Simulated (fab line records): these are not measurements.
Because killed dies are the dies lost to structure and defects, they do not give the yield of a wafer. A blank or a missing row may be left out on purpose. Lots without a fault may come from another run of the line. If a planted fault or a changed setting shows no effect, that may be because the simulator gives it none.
Which of the tools did it? ; flow gf180mcu ; Sampling: 12 lots, 36 wafers, 2 of 602 route steps

## WHAT EACH GAUGE READ, for each wafer
GF_V4_OVL_MEAS_15.
lot;measured;on;V4_OVL (nm)
L075;day 24 20:20;overlay-01;-14 -5 -3
L077;day 25 23:55;overlay-01;-1 7 -1
L079;day 26 15:01;overlay-01;0 -4 0
L081;day 27 13:41;overlay-02;7 3 7
L083;day 27 20:46;overlay-02;5 5 1
L085;day 28 14:20;overlay-01;-11 -4 -8
L087;day 28 18:22;overlay-02;6 3 4
L089;day 29 16:41;overlay-02;-2 -4 -1
L091;day 30 09:11;overlay-01;2 11 9
L095;day 31 05:47;overlay-02;9 -10 6
L096;day 31 07:28;overlay-02;0 3 9
L097;day 31 23:34;overlay-01;4 -2 1

## WHICH TOOL RAN EACH LOT (tool, then ch and the chambers of the sampled wafers, then the start)
lot;GF_V4_CMP_04
L075;cmp-01 ch 2,3, day 23 22:01
L077;cmp-02 ch 1,2, day 25 02:02
L079;cmp-01 ch 1,3, day 25 17:40
L081;cmp-02 ch 0,2,3, day 26 17:13
L083;cmp-01 ch 0,2,3, day 26 23:52
L085;cmp-02 ch 0,3, day 27 17:43
L087;cmp-01 ch 0,1,2, day 27 22:35
L089;cmp-02 ch 0,1, day 28 20:25
L091;cmp-01 ch 0,1,2, day 29 13:52
L095;cmp-02 ch 0,3, day 30 10:52
L096;cmp-01 ch 1,2,3, day 30 12:25
L097;cmp-01 ch 1,2, day 31 05:11
- GF_V4_CMP_04: polishes SiO2.

## THE ANSWER, worked out from the rows above alone
Rule: the usual values come from the lots themselves. Put in order of their means at a reading, lots are off if they are a third of the lots or fewer, leave a main group of 4 or more, and stand apart from it by a gap of 3 or more times the standard deviation of the main group's means; of several such gaps the widest counts. The tables above print the reading to a certain number of digits; a main group whose means all agree to those digits is not used. A lot without any number at a reading at which 4 lots or more have one is off too. Where the step has rows for the other lots, those lots are counted as sound.
Nothing can be told from this: no lot is off at any reading shown.

## WHAT THE SIMULATOR HAD INSERTED
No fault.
